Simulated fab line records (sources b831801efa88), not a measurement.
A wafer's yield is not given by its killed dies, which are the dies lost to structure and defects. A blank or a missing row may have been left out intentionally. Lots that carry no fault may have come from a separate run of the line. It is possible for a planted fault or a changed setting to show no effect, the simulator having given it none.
8D (eight disciplines) problem report, filled in by code | flow sky130 | the parts of the form that need people (team, actions taken, sign-off) are left out

1. THE ISSUE
Mean GATE_OXIDE_TW at SKY_GATE_OXIDE_TW_MEAS_14: 217.4 over 6 wafers in 2 lots; fault-free wafers: 225.5, standard deviation 1.2. Relative to the usual mean, that is a shift of -6.7 standard deviations.
Earliest sighting: wafer L241.1 on film-metro-02 at day 17 02:21. At this step, 39 wafers from 13 lots have a number in the record. By rule, "out" or "out of limits" means more than 4 standard deviations away from the usual mean. All remaining wafers that have a number are taken as sound.

2. WHAT IT IS, WHAT IT ISN'T
question                    | is                           | is not
which readings at this step | GATE_OXIDE_TW                | -
which lots                  | L241, L243                   | L232, L235, L237, L238, L239, L240, L251, L252, L253, L254, L255
which wafers of those lots  | all that have a number       | -
read on which gauges        | film-metro-02, film-metro-04 | film-metro-01
when                        | from day 17 02:21            | up to then (18 sound wafers); but 15 sound wafers of L251, L252, L253, L254, L255 came after

3. SUSPECTS, AND WHAT RULES EACH OUT
Counting: a tool stays on the suspect list if, at a process step up to the reading, it processed all lots that are out and no sound lot following the first of them.
- ruled out: the gauge at SKY_GATE_OXIDE_TW_MEAS_14. Those wafers that are out were read across 2 gauges (film-metro-02, film-metro-04).
- implanter-02 at SKY_GATE_OXIDE_IMPLANT_11: ruled out as a lasting fault. Sound lots L251, L252, L253, L255 ran on it after its first lot that is out, L241 (day 17 01:53).
Left after counting: nothing in the record.

4. THE CAUSE (what the simulator had put in)
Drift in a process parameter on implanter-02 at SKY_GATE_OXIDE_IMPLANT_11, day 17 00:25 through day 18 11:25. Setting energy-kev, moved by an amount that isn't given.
Counting ruled it out, wrongly: the rule takes a fault to strike every lot that its tool runs from its start on, and this one did not.

5. THE CHAIN OF EFFECTS, in route order
One row per reading whose mean, taken over the struck wafers that have a number, lies over 3 standard deviations from the usual. Only readings whose record carries a usual standard deviation are examined. hours: median over the lots of the time between each lot's start at the first step of this table that gives one and its start at this step. sigmas: the change, counted in usual standard deviations.
hours | step                      | reading         | usual  | on struck wafers | change | sigmas
0     | SKY_GATE_OXIDE_IMPLANT_11 | beam-energy-keV | 10.000 | 8.474            | -1.526 | -99 or more
0     | SKY_GATE_OXIDE_TW_MEAS_14 | GATE_OXIDE_TW   | 225.5  | 217.4            | -8.1   | -6.7
Its process steps:
- SKY_GATE_OXIDE_IMPLANT_11

6. WHAT WOULD HAVE CAUGHT IT SOONER
2 hours passed between the start of the fault at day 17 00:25 and the first reading out of limits at a measuring or inspecting step in this record, taken at day 17 02:21.
At SKY_GATE_OXIDE_IMPLANT_11, the tool's own readings (beam-energy-keV) were out on each struck wafer the step has a row for, so an alarm limit on them would have fired on the first such wafer.
